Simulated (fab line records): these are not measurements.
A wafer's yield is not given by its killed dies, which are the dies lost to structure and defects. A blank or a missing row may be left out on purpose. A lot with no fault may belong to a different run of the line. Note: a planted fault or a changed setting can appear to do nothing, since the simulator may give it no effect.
Lot-split experiment :: flow sky130 :: 23 wafers read across 5 lots, on a route 708 steps long

## THE SPLIT
At SKY_METAL1_SPUTTER_00 (material Ti, target thk 15 nm, time 10 s), the setting power-w was moved away from the recipe's 3000 W on 6 of the 23 wafers read, by -5.9% to +8.1%. This setting was run at the recipe's value on the other wafers.

Reading taken at the split's own step.

## THE READING
Ti_of_METAL1_SPUTTER_00.thk-nm (the simulator's own value, which no gauge read), in nm, at SKY_METAL1_SPUTTER_00 (material Ti, target thk 15 nm, time 10 s). The file gives no usual value for it. Average 14.95 nm, standard deviation 0.2 nm, over the 17 wafers here run with the recipe.

wafer: L074.1
tool, chamber at the split: pvd-sputter-03, -
power-w as run, W: 3000
against the recipe: recipe
Ti_of_METAL1_SPUTTER_00.thk-nm, nm: 14.68
against lot-mates on the recipe: -

wafer: L074.3
tool, chamber at the split: pvd-sputter-03, -
power-w as run, W: 2878
against the recipe: -4.1%
Ti_of_METAL1_SPUTTER_00.thk-nm, nm: 14.05
against lot-mates on the recipe: -0.61

wafer: L074.4
tool, chamber at the split: pvd-sputter-03, -
power-w as run, W: 2878
against the recipe: -4.1%
Ti_of_METAL1_SPUTTER_00.thk-nm, nm: 14.02
against lot-mates on the recipe: -0.64

wafer: L074.5
tool, chamber at the split: pvd-sputter-03, -
power-w as run, W: 3000
against the recipe: recipe
Ti_of_METAL1_SPUTTER_00.thk-nm, nm: 14.7
against lot-mates on the recipe: -

wafer: L074.6
tool, chamber at the split: pvd-sputter-03, -
power-w as run, W: 3000
against the recipe: recipe
Ti_of_METAL1_SPUTTER_00.thk-nm, nm: 14.59
against lot-mates on the recipe: -

wafer: L080.1
tool, chamber at the split: pvd-sputter-02, -
power-w as run, W: 3000
against the recipe: recipe
Ti_of_METAL1_SPUTTER_00.thk-nm, nm: 14.96
against lot-mates on the recipe: -

wafer: L080.2
tool, chamber at the split: pvd-sputter-02, -
power-w as run, W: 3000
against the recipe: recipe
Ti_of_METAL1_SPUTTER_00.thk-nm, nm: 15.05
against lot-mates on the recipe: -

wafer: L080.5
tool, chamber at the split: pvd-sputter-02, -
power-w as run, W: 3000
against the recipe: recipe
Ti_of_METAL1_SPUTTER_00.thk-nm, nm: 15.05
against lot-mates on the recipe: -

wafer: L080.3
tool, chamber at the split: pvd-sputter-02, -
power-w as run, W: 3000
against the recipe: recipe
Ti_of_METAL1_SPUTTER_00.thk-nm, nm: 15.01
against lot-mates on the recipe: -

wafer: L080.4
tool, chamber at the split: pvd-sputter-02, -
power-w as run, W: 3000
against the recipe: recipe
Ti_of_METAL1_SPUTTER_00.thk-nm, nm: 15.41
against lot-mates on the recipe: -

wafer: L081.1
tool, chamber at the split: pvd-sputter-04, -
power-w as run, W: 3000
against the recipe: recipe
Ti_of_METAL1_SPUTTER_00.thk-nm, nm: 14.86
against lot-mates on the recipe: -

wafer: L081.3
tool, chamber at the split: pvd-sputter-04, -
power-w as run, W: 3000
against the recipe: recipe
Ti_of_METAL1_SPUTTER_00.thk-nm, nm: 14.83
against lot-mates on the recipe: -

wafer: L081.6
tool, chamber at the split: pvd-sputter-04, -
power-w as run, W: 3000
against the recipe: recipe
Ti_of_METAL1_SPUTTER_00.thk-nm, nm: 14.77
against lot-mates on the recipe: -

wafer: L083.1
tool, chamber at the split: pvd-sputter-02, -
power-w as run, W: 3000
against the recipe: recipe
Ti_of_METAL1_SPUTTER_00.thk-nm, nm: 14.9
against lot-mates on the recipe: -

wafer: L083.2
tool, chamber at the split: pvd-sputter-02, -
power-w as run, W: 3000
against the recipe: recipe
Ti_of_METAL1_SPUTTER_00.thk-nm, nm: 14.89
against lot-mates on the recipe: -

wafer: L083.3
tool, chamber at the split: pvd-sputter-02, -
power-w as run, W: 2824
against the recipe: -5.9%
Ti_of_METAL1_SPUTTER_00.thk-nm, nm: 14.02
against lot-mates on the recipe: -0.97

wafer: L083.4
tool, chamber at the split: pvd-sputter-02, -
power-w as run, W: 3000
against the recipe: recipe
Ti_of_METAL1_SPUTTER_00.thk-nm, nm: 15.17
against lot-mates on the recipe: -

wafer: L083.6
tool, chamber at the split: pvd-sputter-02, -
power-w as run, W: 2824
against the recipe: -5.9%
Ti_of_METAL1_SPUTTER_00.thk-nm, nm: 14.08
against lot-mates on the recipe: -0.91

wafer: L085.1
tool, chamber at the split: pvd-sputter-02, -
power-w as run, W: 3242
against the recipe: +8.1%
Ti_of_METAL1_SPUTTER_00.thk-nm, nm: 16.37
against lot-mates on the recipe: +1.29

wafer: L085.2
tool, chamber at the split: pvd-sputter-02, -
power-w as run, W: 3000
against the recipe: recipe
Ti_of_METAL1_SPUTTER_00.thk-nm, nm: 15.01
against lot-mates on the recipe: -

wafer: L085.3
tool, chamber at the split: pvd-sputter-02, -
power-w as run, W: 3000
against the recipe: recipe
Ti_of_METAL1_SPUTTER_00.thk-nm, nm: 14.97
against lot-mates on the recipe: -

wafer: L085.4
tool, chamber at the split: pvd-sputter-02, -
power-w as run, W: 3000
against the recipe: recipe
Ti_of_METAL1_SPUTTER_00.thk-nm, nm: 15.25
against lot-mates on the recipe: -

wafer: L085.5
tool, chamber at the split: pvd-sputter-02, -
power-w as run, W: 3242
against the recipe: +8.1%
Ti_of_METAL1_SPUTTER_00.thk-nm, nm: 16.2
against lot-mates on the recipe: +1.12

THE FIT
A straight line over all 23 wafers: Ti_of_METAL1_SPUTTER_00.thk-nm changes by +0.17 nm for each +1% of power-w; r = +0.94; the points scatter about the line by 0.2 nm.
The same after taking each lot's own level away (the mean of its wafers on the recipe; 23 wafers): +0.153 nm for each +1%; r = +0.98; scatter 0.11 nm.
The reading moves by 1.2 nm for the largest change in power-w, on that fit.
The lots' own levels span 14.657 to 15.096 nm, that is 2.2 times the standard deviation above.
So the slope is not independent of the lot-to-lot level: the two fits are not the same.
Check: with one of the wafers moved furthest among these (+8.1%) left out of the fit, the line predicts +1.2 nm for it against its lot-mates. Against them it came out at +1.29 nm.

## ADDITIONAL SPLITS CARRIED BY THESE WAFERS
These wafers also went through other splits before the reading. Each is held against what the fit with the lots' levels taken away leaves over:
other split on the same wafers: SKY_SD_N_STRIP_11 power-w
wafers away from the commonest value: 6
r with Ti_of_METAL1_SPUTTER_00.thk-nm (lot level and that fit taken away): -0.08

other split on the same wafers: SKY_LI_CONTACT_ETCH_14 time-s
wafers away from the commonest value: 7
r with Ti_of_METAL1_SPUTTER_00.thk-nm (lot level and that fit taken away): -0.05

other split on the same wafers: SKY_LI_CONTACT_CVD_21 temp-c
wafers away from the commonest value: 12
r with Ti_of_METAL1_SPUTTER_00.thk-nm (lot level and that fit taken away): -0.27

other split on the same wafers: SKY_LI_CONTACT_CMP_24 platen-rpm
wafers away from the commonest value: 10
r with Ti_of_METAL1_SPUTTER_00.thk-nm (lot level and that fit taken away): +0.35

other split on the same wafers: SKY_LOCAL_INTERCONNECT_EXPOSE_08 dose-mj
wafers away from the commonest value: 4
r with Ti_of_METAL1_SPUTTER_00.thk-nm (lot level and that fit taken away): +0.08

other split on the same wafers: SKY_CONTACT_HDPCVD_02 time-s
wafers away from the commonest value: 7
r with Ti_of_METAL1_SPUTTER_00.thk-nm (lot level and that fit taken away): +0.03

other split on the same wafers: SKY_CONTACT_SPUTTER_23 time-s
wafers away from the commonest value: 8
r with Ti_of_METAL1_SPUTTER_00.thk-nm (lot level and that fit taken away): +0.04

## THE FILE'S OWN FIT
Ti_of_METAL1_SPUTTER_00.thk-nm changes by +0.153 nm for each +1% of power-w, r = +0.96.
